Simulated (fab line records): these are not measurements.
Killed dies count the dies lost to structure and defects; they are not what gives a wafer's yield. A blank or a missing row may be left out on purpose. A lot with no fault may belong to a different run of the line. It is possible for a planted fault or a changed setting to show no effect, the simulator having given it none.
fab line records + flow sfq-line
[record]
- lots = 14
- wafers = 42
- last-day = 83
route steps=325 shown L0@12 I4@174 M7@291
lots that met no fault: from a run of the same line without faults
start-h: the number of hours between the record's first day and the start of the first shown wafer of the lot + wait-h: how many hours have passed since the lot's step before this one + " as in the row above + L1.1+2: a row that stands for several wafers + - value missing, or start not given + * or withheld: withheld + < > ~ a bound
route shown NAME@n: a module of which the file shows steps, and the number in the route of the first + usual: mean/standard deviation of fault-free wafers + same: alike in all rows + chamber/n: place in a boat + sites: each site's reading + _std_site: standard deviation of those values + _edge_site: the outer-site mean with the inner-site mean subtracted + radius-mm: for every site, how far away it sits from the centre of the wafer + mask NAME#n: copy n + behind: tool/chamber where the wafer was last shaped + hold: the reason the lot was held/the length of the hold in hours/how it ended + device: the transistor (n, p or np) that didn't switch + end of line: the tests these same wafers got at the end of their route + a step with no rows: only its recipe + killed: count of dies lost to structure and defects at first sort (not the wafer's yield) + map: the dies of a wafer, with x for killed, . for not killed, _ for no die there
set.NAME: the setting as run; set.NAME@STEP: as run at that earlier step + model.NAME: the simulator's own value behind a step, which no gauge read
a sample of lots followed through the steps of the route, with each step as a table and each wafer as a row
services: when a tool's chamber went out of use (start-h, in hours from the record's first day, below 0 if earlier), for how many hours, and the reason
[[steps]]
[step SFQ_TRILAYER_L0_BARC_OPEN_METAL_ETCH_010]
[recipe]
- mask-material = PR
- chemistry = O2
- target-depth-nm = 125
- target = BARC
- icp-w = 600
- bias-w = 80
- pressure-mtorr = 10
- time-s = 41.7
[usual]
- bias-w = 80.01/0.26
- drypump-motor-current-A = 5.43/0.29
- oes-product-au = 0.685/0.0046
| lot.wafer | tool         | chamber | start-h | wait-h | bias-w | drypump-motor-current-A | oes-product-au | rf-hours-counter-h |
|-----------|--------------|---------|---------|--------|--------|-------------------------|----------------|--------------------|
| L744.1    | rie-metal-04 | 1       | 80.23   | 0.1    | 79.55  | 5.19                    | 0.686          | 200                |
| L744.4    | "            | 0       | "       | "      | 80.19  | 5.52                    | 0.680          | -                  |
| L744.6    | "            | 0       | "       | "      | 79.77  | 5.53                    | 0.677          | -                  |
| L746.2    | rie-metal-02 | 1       | 91.03   | 0.1    | 79.92  | 5.91                    | 0.681          | 6                  |
| L746.3    | "            | 1       | "       | "      | 79.66  | 5.88                    | 0.679          | -                  |
| L746.6    | "            | 0       | "       | "      | 80.18  | 5.63                    | 0.684          | -                  |
| L749.1    | rie-metal-04 | 1       | 104.23  | 0.1    | 79.83  | 5.18                    | 0.679          | 205                |
| L749.2    | "            | 0       | "       | "      | 79.90  | 5.52                    | 0.686          | 188                |
| L749.6    | "            | 0       | "       | "      | 79.74  | 5.50                    | 0.679          | -                  |
| L753.1    | rie-metal-04 | 0       | 123.43  | 0.1    | 80.24  | 5.51                    | 0.686          | 192                |
| L753.2    | "            | 0       | "       | "      | 79.88  | 5.48                    | 0.690          | -                  |
| L753.6    | "            | 0       | "       | "      | 79.44  | 5.49                    | 0.686          | -                  |
| L755.1    | rie-metal-03 | 0       | 139.03  | 0.1    | 80.19  | 5.00                    | 0.676          | 174                |
| L755.3    | "            | 0       | "       | "      | 80.24  | 5.01                    | 0.679          | -                  |
| L755.5    | "            | 0       | "       | "      | 79.85  | 5.01                    | 0.685          | -                  |
| L758.3    | rie-metal-02 | 1       | 158.25  | 0.1    | 80.36  | 5.88                    | 0.683          | -                  |
| L758.4    | "            | 0       | "       | "      | 80.05  | 5.66                    | 0.683          | -                  |
| L758.6    | "            | 0       | "       | "      | 79.77  | 5.65                    | 0.682          | -                  |
| L759.1    | rie-metal-03 | 0       | 165.43  | 0.1    | 79.81  | 5.01                    | 0.680          | 179                |
| L759.2    | "            | 1       | "       | "      | 80.06  | 5.69                    | 0.687          | 173                |
| L759.3    | "            | 1       | "       | "      | 80.05  | 5.70                    | 0.690          | -                  |
| L761.1    | rie-metal-03 | 0       | 179.83  | 0.1    | 79.83  | 5.03                    | 0.688          | 182                |
| L761.2    | "            | 1       | "       | "      | 79.88  | 5.69                    | 0.690          | 176                |
| L761.5    | "            | 1       | "       | "      | 80.43  | 5.65                    | 0.688          | -                  |
| L762.1    | rie-metal-03 | 1       | 189.09  | 0.1    | 79.96  | 5.68                    | 0.679          | 178                |
| L762.5    | "            | 0       | "       | "      | 80.00  | 5.02                    | 0.689          | -                  |
| L762.6    | "            | 1       | "       | "      | 80.03  | 5.67                    | 0.683          | -                  |
| L763.1    | rie-metal-04 | 0       | 197.73  | 0.1    | 80.40  | 5.49                    | 0.694          | 1                  |
| L763.4    | "            | 1       | "       | "      | 79.64  | 5.20                    | 0.694          | -                  |
| L763.6    | "            | 1       | "       | "      | 79.60  | 5.21                    | 0.680          | -                  |
| L764.1    | rie-metal-03 | 0       | 208.53  | 0.1    | 80.16  | 5.03                    | 0.687          | 186                |
| L764.3    | "            | 0       | "       | "      | 80.01  | 5.02                    | 0.684          | -                  |
| L764.5    | "            | 1       | "       | "      | 80.19  | 5.67                    | 0.684          | -                  |
| L765.3    | rie-metal-03 | 1       | 216.97  | 0.1    | 79.87  | 5.69                    | 0.685          | -                  |
| L765.4    | "            | 1       | "       | "      | 79.92  | 5.68                    | 0.684          | -                  |
| L765.5    | "            | 1       | "       | "      | 80.04  | 5.69                    | 0.679          | -                  |
| L766.2    | rie-metal-03 | 1       | 222.95  | 0.1    | 80.01  | 5.67                    | 0.693          | -                  |
| L766.4    | "            | 1       | "       | "      | 80.07  | 5.66                    | 0.691          | -                  |
| L766.6    | "            | 1       | "       | "      | 80.19  | 5.67                    | 0.686          | -                  |
| L767.1    | rie-metal-03 | 1       | 226.53  | 0.1    | 80.12  | 5.66                    | 0.680          | 184                |
| L767.3    | "            | 1       | "       | "      | 80.20  | 5.66                    | 0.691          | -                  |
| L767.5    | "            | 1       | "       | "      | 79.99  | 5.66                    | 0.683          | -                  |
[step SFQ_TRILAYER_I4_VIA_BARC_OPEN_VIA_ETCH_146]
[recipe]
- mask-material = PR
- chemistry = O2
- target-depth-nm = 125
- target = BARC
- source-w = 500
- bias-w = 80
- pressure-mtorr = 30
- time-s = 41.7
[usual]
- bias-w = 79.99/0.23
- drypump-motor-current-A = 5.7/0.53
- oes-product-au = 0.685/0.0045
| lot.wafer | tool        | chamber | start-h | wait-h | bias-w | drypump-motor-current-A | oes-product-au | rf-hours-counter-h |
|-----------|-------------|---------|---------|--------|--------|-------------------------|----------------|--------------------|
| L744.1    | rie-diel-04 | 2       | 1156.92 | 0.0    | 80.05  | 6.0                     | 0.688          | 5                  |
| L744.4    | "           | 1       | "       | "      | 80.14  | 6.0                     | 0.690          | 20                 |
| L744.6    | "           | 3       | "       | "      | 80.09  | 5.6                     | 0.687          | -                  |
| L746.2    | rie-diel-02 | 1       | 1165.91 | 0.0    | 79.55  | 5.1                     | 0.677          | 6                  |
| L746.3    | "           | 3       | "       | "      | 80.16  | 6.0                     | 0.688          | 2                  |
| L746.6    | "           | 3       | "       | "      | 80.12  | 6.0                     | 0.686          | -                  |
| L749.1    | rie-diel-02 | 1       | 1221.15 | 0.0    | 80.13  | 5.1                     | 0.684          | 7                  |
| L749.2    | "           | 0       | "       | "      | 80.20  | 5.7                     | 0.681          | 15                 |
| L749.6    | "           | 0       | "       | "      | 79.88  | 5.7                     | 0.683          | -                  |
| L753.1    | rie-diel-03 | 1       | 1352.93 | 0.0    | 75.71  | 6.7                     | 0.687          | 14                 |
| L753.2    | "           | 3       | "       | "      | 79.68  | 5.3                     | 0.690          | 12                 |
| L753.6    | "           | 2       | "       | "      | 80.00  | 5.7                     | 0.685          | -                  |
| L755.1    | rie-diel-03 | 1       | 1364.93 | 0.0    | 75.87  | 6.7                     | 0.684          | 14                 |
| L755.3    | "           | 3       | "       | "      | 80.08  | 5.2                     | 0.683          | 12                 |
| L755.5    | "           | 3       | "       | "      | 80.03  | 5.2                     | 0.685          | -                  |
| L758.3    | rie-diel-02 | 1       | 1391.03 | 0.0    | 79.64  | 5.1                     | 0.695          | 10                 |
| L758.4    | "           | 2       | "       | "      | 79.90  | 5.0                     | 0.685          | 11                 |
| L758.6    | "           | 2       | "       | "      | 79.77  | 5.1                     | 0.687          | -                  |
| L759.1    | rie-diel-04 | 0       | 1398.23 | 0.0    | 79.94  | 5.1                     | 0.687          | 11                 |
| L759.2    | "           | 3       | "       | "      | 80.40  | 5.6                     | 0.687          | 16                 |
| L759.3    | "           | 1       | "       | "      | 79.92  | 5.9                     | 0.688          | 3                  |
| L761.1    | rie-diel-04 | 2       | 1406.63 | 0.0    | 80.11  | 6.0                     | 0.686          | 9                  |
| L761.2    | "           | 1       | "       | "      | 80.11  | 6.0                     | 0.682          | 3                  |
| L761.5    | "           | 1       | "       | "      | 80.24  | 6.0                     | 0.682          | -                  |
| L762.1    | rie-diel-03 | 3       | 1441.11 | 0.0    | 79.97  | 5.2                     | 0.687          | 13                 |
| L762.5    | "           | 1       | "       | "      | 79.90  | 6.8                     | 0.690          | -                  |
| L762.6    | "           | 3       | "       | "      | 80.04  | 5.2                     | 0.678          | -                  |
| L763.1    | rie-diel-03 | 3       | 1473.51 | 0.0    | 80.13  | 5.2                     | 0.692          | 14                 |
| L763.4    | "           | 1       | "       | "      | 79.81  | 6.7                     | 0.688          | 17                 |
| L763.6    | "           | 2       | "       | "      | 79.85  | 5.7                     | 0.694          | -                  |
| L764.1    | rie-diel-02 | 1       | 1481.91 | 0.0    | 80.14  | 5.1                     | 0.685          | 11                 |
| L764.3    | "           | 3       | "       | "      | 80.27  | 6.0                     | 0.685          | 7                  |
| L764.5    | "           | 0       | "       | "      | 79.74  | 5.7                     | 0.688          | -                  |
| L765.3    | rie-diel-02 | 0       | 1487.91 | 0.0    | 80.10  | 5.7                     | 0.686          | 20                 |
| L765.4    | "           | 3       | "       | "      | 79.80  | 6.0                     | 0.693          | 7                  |
| L765.5    | "           | 1       | "       | "      | 79.92  | 5.1                     | 0.685          | -                  |
| L766.2    | rie-diel-03 | 2       | 1491.51 | 0.0    | 79.99  | 5.7                     | 0.692          | 0                  |
| L766.4    | "           | 3       | "       | "      | 79.99  | 5.3                     | 0.677          | 14                 |
| L766.6    | "           | 2       | "       | "      | 80.14  | 5.7                     | 0.681          | -                  |
| L767.1    | rie-diel-03 | 1       | 1502.28 | 0.0    | 80.28  | 6.8                     | 0.685          | 17                 |
| L767.3    | "           | 3       | "       | "      | 79.80  | 5.3                     | 0.687          | 14                 |
| L767.5    | "           | 3       | "       | "      | 79.50  | 5.2                     | 0.680          | -                  |
[step SFQ_M7_OVL_MEAS_945]
[usual]
- M7_OVL = -2/5.3
| lot.wafer | tool       | chamber | start-h | wait-h | M7_OVL[nm] |
|-----------|------------|---------|---------|--------|------------|
| L744.1    | overlay-01 | -       | 1602.43 | 0.1    | -10        |
| L744.4    | "          | -       | "       | "      | -10        |
| L744.6    | "          | -       | "       | "      | -5         |
| L746.2    | overlay-02 | -       | 1644.03 | 0.1    | -10        |
| L746.3    | "          | -       | "       | "      | -9         |
| L746.6    | "          | -       | "       | "      | -7         |
| L749.1    | overlay-02 | -       | 1731.78 | 0.1    | -13        |
| L749.2    | "          | -       | "       | "      | -6         |
| L749.6    | "          | -       | "       | "      | -4         |
| L753.1    | overlay-02 | -       | 1778.16 | 0.1    | -11        |
| L753.2    | "          | -       | "       | "      | -16        |
| L753.6    | "          | -       | "       | "      | -17        |
| L755.1    | overlay-02 | -       | 1781.76 | 0.1    | 13         |
| L755.3    | "          | -       | "       | "      | 2          |
| L755.5    | "          | -       | "       | "      | 3          |
| L758.3    | overlay-02 | -       | 1812.91 | 0.1    | -1         |
| L758.4    | "          | -       | "       | "      | -3         |
| L758.6    | "          | -       | "       | "      | -13        |
| L759.1    | overlay-01 | -       | 1817.70 | 0.1    | -3         |
| L759.2    | "          | -       | "       | "      | -3         |
| L759.3    | "          | -       | "       | "      | -9         |
| L761.1    | overlay-01 | -       | 1825.07 | 0.1    | 2          |
| L761.2    | "          | -       | "       | "      | 0          |
| L761.5    | "          | -       | "       | "      | -2         |
| L762.1    | overlay-01 | -       | 1827.47 | 0.1    | -5         |
| L762.5    | "          | -       | "       | "      | 6          |
| L762.6    | "          | -       | "       | "      | -1         |
| L763.1    | overlay-01 | -       | 1865.70 | 0.1    | -1         |
| L763.4    | "          | -       | "       | "      | -5         |
| L763.6    | "          | -       | "       | "      | -3         |
| L764.1    | overlay-01 | -       | 1870.50 | 0.1    | 11         |
| L764.3    | "          | -       | "       | "      | 5          |
| L764.5    | "          | -       | "       | "      | 2          |
| L765.3    | overlay-01 | -       | 1885.16 | 0.1    | -2         |
| L765.4    | "          | -       | "       | "      | 2          |
| L765.5    | "          | -       | "       | "      | 5          |
| L766.2    | overlay-01 | -       | 1886.35 | 0.1    | 0          |
| L766.4    | "          | -       | "       | "      | -1         |
| L766.6    | "          | -       | "       | "      | -4         |
| L767.1    | overlay-01 | -       | 1887.55 | 0.1    | -5         |
| L767.3    | "          | -       | "       | "      | -4         |
| L767.5    | "          | -       | "       | "      | -3         |
[step SFQ_TRILAYER_M7_ETCH_METAL_ETCH_180]
[recipe]
- target = Nb
- stop-on = SiO2
- mask-material = PR
- chemistry = Cl2/Ar
- target-depth-nm = 240
- icp-w = 600
- bias-w = 80
- pressure-mtorr = 10
- time-s = 120
[usual]
- bias-w = 79.97/0.24
- drypump-motor-current-A = 5.4/0.33
- oes-product-au = 0.892/0.0081
| lot.wafer | tool         | chamber | start-h | wait-h | bias-w | drypump-motor-current-A | oes-product-au | rf-hours-counter-h |
|-----------|--------------|---------|---------|--------|--------|-------------------------|----------------|--------------------|
| L744.1    | rie-metal-04 | 1       | 1602.58 | 0.1    | 79.61  | 5.2                     | 0.884          | 81                 |
| L744.4    | "            | 1       | "       | "      | 79.87  | 5.2                     | 0.895          | -                  |
| L744.6    | "            | 1       | "       | "      | 79.91  | 5.2                     | 0.882          | -                  |
| L746.2    | rie-metal-03 | 1       | 1644.12 | 0.0    | 79.83  | 5.7                     | 0.887          | 59                 |
| L746.3    | "            | 0       | "       | "      | 79.96  | 5.0                     | 0.884          | -                  |
| L746.6    | "            | 0       | "       | "      | 79.89  | 5.0                     | 0.901          | -                  |
| L749.1    | rie-metal-04 | 1       | 1731.87 | 0.0    | 80.05  | 5.2                     | 0.905          | 100                |
| L749.2    | "            | 0       | "       | "      | 79.89  | 5.5                     | 0.890          | 85                 |
| L749.6    | "            | 1       | "       | "      | 80.17  | 5.2                     | 0.899          | -                  |
| L753.1    | rie-metal-03 | 1       | 1778.25 | 0.0    | 79.73  | 5.7                     | 0.899          | 80                 |
| L753.2    | "            | 0       | "       | "      | 79.58  | 5.0                     | 0.908          | 97                 |
| L753.6    | "            | 0       | "       | "      | 80.18  | 5.0                     | 0.904          | -                  |
| L755.1    | rie-metal-03 | 1       | 1781.85 | 0.0    | 79.72  | 5.7                     | 0.893          | 81                 |
| L755.3    | "            | 1       | "       | "      | 79.86  | 5.7                     | 0.882          | -                  |
| L755.5    | "            | 0       | "       | "      | 79.98  | 5.0                     | 0.879          | -                  |
| L758.3    | rie-metal-01 | 0       | 1813.03 | 0.1    | 80.01  | 5.3                     | 0.884          | -                  |
| L758.4    | "            | 1       | "       | "      | 79.80  | 6.1                     | 0.888          | -                  |
| L758.6    | "            | 0       | "       | "      | 79.92  | 5.3                     | 0.898          | -                  |
| L759.1    | rie-metal-03 | 0       | 1817.79 | 0.0    | 80.11  | 5.0                     | 0.882          | 102                |
| L759.2    | "            | 1       | "       | "      | 79.94  | 5.7                     | 0.895          | 85                 |
| L759.3    | "            | 0       | "       | "      | 80.00  | 5.0                     | 0.899          | -                  |
| L761.1    | rie-metal-04 | 0       | 1825.17 | 0.0    | 79.97  | 5.5                     | 0.886          | 98                 |
| L761.2    | "            | 1       | "       | "      | 80.30  | 5.2                     | 0.898          | 111                |
| L761.5    | "            | 0       | "       | "      | 79.64  | 5.5                     | 0.886          | -                  |
| L762.1    | rie-metal-04 | 0       | 1827.57 | 0.0    | 79.70  | 5.5                     | 0.906          | 99                 |
| L762.5    | "            | 1       | "       | "      | 79.72  | 5.2                     | 0.907          | -                  |
| L762.6    | "            | 0       | "       | "      | 79.97  | 5.5                     | 0.878          | -                  |
| L763.1    | rie-metal-04 | 0       | 1865.79 | 0.0    | 80.19  | 5.5                     | 0.892          | 104                |
| L763.4    | "            | 1       | "       | "      | 80.23  | 5.2                     | 0.886          | -                  |
| L763.6    | "            | 1       | "       | "      | 80.54  | 5.2                     | 0.887          | -                  |
| L764.1    | rie-metal-01 | 1       | 1870.59 | 0.0    | 79.72  | 6.1                     | 0.893          | 93                 |
| L764.3    | "            | 0       | "       | "      | 80.00  | 5.4                     | 0.888          | -                  |
| L764.5    | "            | 0       | "       | "      | 80.11  | 5.4                     | 0.898          | -                  |
| L765.3    | rie-metal-04 | 1       | 1885.29 | 0.1    | 79.68  | 5.2                     | 0.890          | -                  |
| L765.4    | "            | 0       | "       | "      | 80.13  | 5.5                     | 0.894          | -                  |
| L765.5    | "            | 0       | "       | "      | 80.05  | 5.5                     | 0.894          | -                  |
| L766.2    | rie-metal-03 | 0       | 1886.44 | 0.0    | 79.87  | 5.0                     | 0.885          | 111                |
| L766.4    | "            | 1       | "       | "      | 79.93  | 5.7                     | 0.902          | -                  |
| L766.6    | "            | 1       | "       | "      | 80.01  | 5.7                     | 0.885          | -                  |
| L767.1    | rie-metal-01 | 0       | 1887.64 | 0.0    | 79.87  | 5.3                     | 0.875          | 46                 |
| L767.3    | "            | 1       | "       | "      | 80.35  | 6.1                     | 0.889          | -                  |
| L767.5    | "            | 0       | "       | "      | 79.81  | 5.4                     | 0.898          | -                  |
[[services]]
| tool         | chamber | start-h | hours | kind   |
|--------------|---------|---------|-------|--------|
| rie-metal-04 | 1       | 115.64  | 6.3   | repair |
| rie-metal-03 | -       | 151.01  | 0.2   | repair |
| rie-metal-03 | 1       | 242.45  | 19.5  | repair |
| rie-metal-03 | -       | 284.16  | 3.1   | repair |
| rie-metal-04 | 0       | 296.73  | 3.4   | repair |
| rie-metal-03 | 0       | 412.41  | 23.6  | repair |
| rie-metal-04 | -       | 480.13  | 0.2   | repair |
| rie-metal-04 | -       | 494.38  | 1.7   | repair |
| rie-metal-03 | -       | 657.69  | 0.5   | repair |
| rie-metal-03 | 1       | 665.90  | 9.0   | repair |
| rie-metal-03 | -       | 771.94  | 0.1   | repair |
| rie-metal-04 | 0       | 813.21  | 3.3   | repair |
| rie-metal-04 | -       | 832.00  | 0.2   | repair |
| rie-metal-03 | -       | 837.71  | 2.8   | pm     |
| rie-metal-04 | -       | 858.27  | 1.4   | pm     |
| rie-metal-03 | -       | 936.65  | 15.6  | pm     |
| rie-metal-04 | -       | 941.73  | 2.8   | pm     |
| rie-metal-04 | 0       | 996.50  | 8.0   | repair |
| rie-metal-04 | -       | 1043.01 | 0.2   | repair |
| rie-metal-04 | -       | 1128.82 | 2.3   | repair |
| rie-metal-04 | 0       | 1135.86 | 15.9  | repair |
| rie-metal-03 | 1       | 1272.33 | 18.5  | repair |
| rie-metal-03 | -       | 1366.06 | 1.4   | pm     |
| rie-metal-04 | 1       | 1552.43 | 3.7   | repair |
[[key]]
[first-sign]
- step = SFQ_TRILAYER_I4_VIA_BARC_OPEN_VIA_ETCH_146
- reading = bias-w
- direction = down
- sigmas = 18
- usual = 79.99
- struck = 75.79
effect none on later readings
met-at SFQ_TRILAYER_I4_VIA_BARC_OPEN_VIA_ETCH_146
struck-lots L753,L755
struck-wafers L753.1,L755.1
not-acting-at SFQ_TRILAYER_L0_BARC_OPEN_METAL_ETCH_010,SFQ_M7_OVL_MEAS_945,SFQ_TRILAYER_M7_ETCH_METAL_ETCH_180
[fault]
- kind = process-parameter-drift
- tool = rie-diel-03
- chamber = 1
- onset-h = 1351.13
- steps = SFQ_TRILAYER_I4_VIA_BARC_OPEN_VIA_ETCH_146
- channel = bias-w
- offset = -4.2515
- shape = step
- end-h = 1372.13
- acts-in = these-recipes-only
- stated = 80
